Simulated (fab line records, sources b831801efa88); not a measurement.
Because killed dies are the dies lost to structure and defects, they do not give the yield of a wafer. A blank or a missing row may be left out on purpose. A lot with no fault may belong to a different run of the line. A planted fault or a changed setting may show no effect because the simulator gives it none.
Comparing a struck lot with a sound one + flow sky130 + 39 steps out of a route of 708
Sound: the wafers L858.1, L858.2, L858.4. Struck: wafers L845.1, L845.2, L845.3. At the end, the cause is stated.
Per side, at each step with rows, come the tool, then ch with its chambers, and then its first start. Under that, the readings that differ: sound wafers + struck wafers + difference of the means + sigmas: that difference in standard deviations of wafers without a fault.
alike: readings with means less than 2 such deviations apart, plus words and numbers identical on both sides. not compared: withheld readings, readings lacking a value on some wafer, bounds such as >300 that could conceal the same value, and numbers that have no deviation in the record and whose values overlap.
A row with sigmas, a row that says differs or no value, or rows on one side alone: a step with any of these is where the two part. Numbers that don't overlap but have no deviation are shown without sigmas and don't part them. A reading that every wafer of one side lacks parts them only if that side has two wafers or more.

first, 10 steps without rows for these wafers: SKY_METAL5_SPUTTER_03 (material Ti, target thk 5 nm, time 3.3 s); SKY_METAL5_SPUTTER_04 (material TiN, target thk 70 nm, time 58.3 s); SKY_METAL5_DEHYDRATE_07 (time 60 s); SKY_METAL5_HMDS_08 (prime time 60 s); SKY_METAL5_COAT_09 (resist thk 1800 nm); SKY_METAL5_SOFTBAKE_10 (time 60 s); SKY_METAL5_EXPOSE_11 (exposes mask MM5, target cd 1600 nm); SKY_METAL5_PEB_12; SKY_METAL5_DEVELOP_13 (develop time 60 s); SKY_METAL5_DESCUM_14 (chemistry O2, time 11 s).
SKY_METAL5_METAL_ETCH_15: etches the open film in Cl2/BCl3, stops on SiO2, target depth 1260 nm, time 252 s.
  sound on rie_metal-03 ch 0,1, day 47 22:30; struck on rie_metal-02 ch 0,1, day 45 13:03
  alike: bcl3_flow_sccm, bias_w, drypump_motor_current_A, oes_product_au, throttle_valve_pct
  not compared: rf_hours_counter_h
then, 27 steps without rows for these wafers: SKY_METAL5_STRIP_16 (strips in O2/N2); SKY_METAL5_STRIP_17 (strips in post etch residue remover, time 1200 s); SKY_METAL5_CLEAN_18 (cleans in IPA, time 180 s); SKY_METAL5_CLEAN_19 (cleans in O3/DIW); SKY_PASSIVATION_CVD_00 (deposits SiO2, target thk 90 nm); SKY_PASSIVATION_CVD_02 (deposits Si3N4, target thk 540 nm); SKY_PASSIVATION_DEHYDRATE_04 (time 60 s); SKY_PASSIVATION_HMDS_05 (prime time 60 s); SKY_PASSIVATION_COAT_06 (resist thk 3000 nm); SKY_PASSIVATION_SOFTBAKE_07; SKY_PASSIVATION_EXPOSE_08 (exposes mask NSM, target cd 3000 nm); SKY_PASSIVATION_PEB_09; SKY_PASSIVATION_DEVELOP_10 (develop time 60 s); SKY_PASSIVATION_ETCH_11 (etches the open film in CF4/O2, stops on AlCu, target depth 725 nm, time 161.1 s); SKY_PASSIVATION_STRIP_12 (strips in O2/N2); SKY_PAD_OPEN_DEHYDRATE_00 (time 60 s); SKY_PAD_OPEN_HMDS_01 (prime time 60 s); SKY_PAD_OPEN_COAT_02 (resist thk 3000 nm); SKY_PAD_OPEN_SOFTBAKE_03; SKY_PAD_OPEN_EXPOSE_04 (exposes mask PDM, target cd 60000 nm); SKY_PAD_OPEN_PEB_05; SKY_PAD_OPEN_DEVELOP_06 (develop time 60 s); SKY_PAD_OPEN_ETCH_07 (etches the open film in CF4/O2, stops on AlCu, target depth 725 nm, time 161.1 s); SKY_PAD_OPEN_STRIP_08 (strips in O2/N2); SKY_PAD_OPEN_STRIP_09 (strips in post etch residue remover, time 1200 s); SKY_PAD_OPEN_CLEAN_10 (cleans in IPA, time 180 s); SKY_PAD_OPEN_CLEAN_11 (cleans in O3/DIW).
SKY_PAD_OPEN_PROBE_99:
  struck on prober-02, day 47 08:52; sound on prober-01, day 49 14:14
| reading                               | sound             | struck            | difference | sigmas |
|---------------------------------------|-------------------|-------------------|------------|--------|
| defect_limited_yield (%)              | 80.5 85.8 77.8    | 75.0 76.0 77.2    | -5.3       | -3     |
| killed_at_M4_up                       | 5 0 9             | 26 43 28          | +28        | +15    |
| killed_dies                           | 96 70 109         | 123 118 112       | +26        | +3     |
| sort_bin_3_pad_short (%)              | 1.2 0.4 0.8       | 1.8 2.2 2.0       | +1.2       | +3     |
| sort_bin_5_function (%)               | 10.0 8.9 14.6     | 15.7 15.4 14.8    | +4.1       | +3     |
| sort_n_pass                           | 396 422 383       | 369 374 380       | -26        | -3     |
| sort_yield_pct (%)                    | 80.5 85.8 77.8    | 75.0 76.0 77.2    | -5.3       | -3     |
| model.etest.tester.sort_n_pass        | 396 422 383       | 369 374 380       | -26        |        |
| model.etest.tester.sort_yield_pct (%) | 80.49 85.77 77.85 | 75 76.02 77.24    | -5         |        |
| model.etest.tester.sort_bin_5_pct (%) | 9.959 8.943 14.63 | 15.65 15.45 14.84 | +4.14      |        |
| model.etest.tester.sort_bin_3_pct (%) | 1.22 0.4065 0.813 | 1.829 2.236 2.033 | +1.220     |        |
  alike: killed_at_M0_to_M3, killed_at_contacts, killed_at_front_end, killed_at_other, killed_open, killed_short, sort_bin_6_memory

WHERE THEY PART
At SKY_PAD_OPEN_PROBE_99 and nowhere else, as far as this record goes.

WHY: what the simulator had put in
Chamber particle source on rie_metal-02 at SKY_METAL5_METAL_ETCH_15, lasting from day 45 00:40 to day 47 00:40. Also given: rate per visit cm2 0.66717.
